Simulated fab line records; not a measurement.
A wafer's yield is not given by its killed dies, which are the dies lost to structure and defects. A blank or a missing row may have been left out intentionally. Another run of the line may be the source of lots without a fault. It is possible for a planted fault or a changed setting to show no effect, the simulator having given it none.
2 desks looking at one fault -- flow sky130 -- what lay behind the numbers comes last; until then each desk has only its own

## THE TOOL OWNER'S DESK: cvd w-01
The tool's own readings at SKY_VIA1_CVD_21 (deposits W, target thk 270 nm, time 80.902 s): means of the sampled wafers that have a number, for each lot that ran on this tool. If a lot's mean is further than 4 standard deviations from the usual mean, the lot is out of limits and carries the mark OUT (the distance appears in the brackets).
Columns: A = heater power w at SKY_VIA1_CVD_21, usual 824 W
lot,first seen here,A
L780,day 34 03:09,824
L781,day 34 20:08,809
L786,day 36 11:53,821
L788,day 36 21:04,810
L789,day 37 08:23,824
L791,day 38 01:49,828
L796,day 39 10:14,818
L797,day 39 15:28,814
This desk found nothing out of limits on any of the 8 lots.

## AT THE METROLOGY DESK
Lot by lot, what the gauges showed, no matter which tool ran the lot: averages of those sampled wafers that carry a number. If a lot's mean is further than 4 standard deviations from the usual mean, the lot is out of limits and carries the mark OUT (the distance appears in the brackets).
Columns: A = METAL1_ALCU_RS at SKY_METAL1_RS_MEAS_05, usual 0.1271 ohm/sq; B = VIA1_BOW at SKY_VIA1_BOW_MEAS_03, usual 81 um; C = VIA1_W_RS at SKY_VIA1_RS_MEAS_22, usual 0.432 ohm/sq; D = VIA1_W_THK at SKY_VIA1_THK_MEAS_23, usual 269 nm
lot,first seen here,A,B,C,D
L780,day 31 18:58,0.1268,80,0.430,272
L781,day 32 13:02,0.1254,82,0.427,272
L783,day 32 23:15,0.1277,81,0.438,269
L784,day 33 10:56,0.1262,84,0.433,267
L785,day 33 20:44,0.1277,81,0.427,270
L786,day 34 04:06,0.1251,84,0.437,265
L788,day 34 14:01,0.1266,80,0.434,267
L789,day 35 00:56,0.1269,83,0.435,267
L791,day 35 19:14,0.1258,91,0.435,265
L793,day 36 10:11,0.1287,82,0.434,274
L796,day 37 04:50,0.1276,68,0.445,264
L797,day 37 10:43,0.1274,78,0.439,264
This desk found nothing out of limits on any of the 12 lots.

## TAKEN TOGETHER
The tool owner's desk saw nothing out of limits.
At the metrology desk, nothing out of limits was observed.

## WHAT THE SIMULATOR HAD INSERTED
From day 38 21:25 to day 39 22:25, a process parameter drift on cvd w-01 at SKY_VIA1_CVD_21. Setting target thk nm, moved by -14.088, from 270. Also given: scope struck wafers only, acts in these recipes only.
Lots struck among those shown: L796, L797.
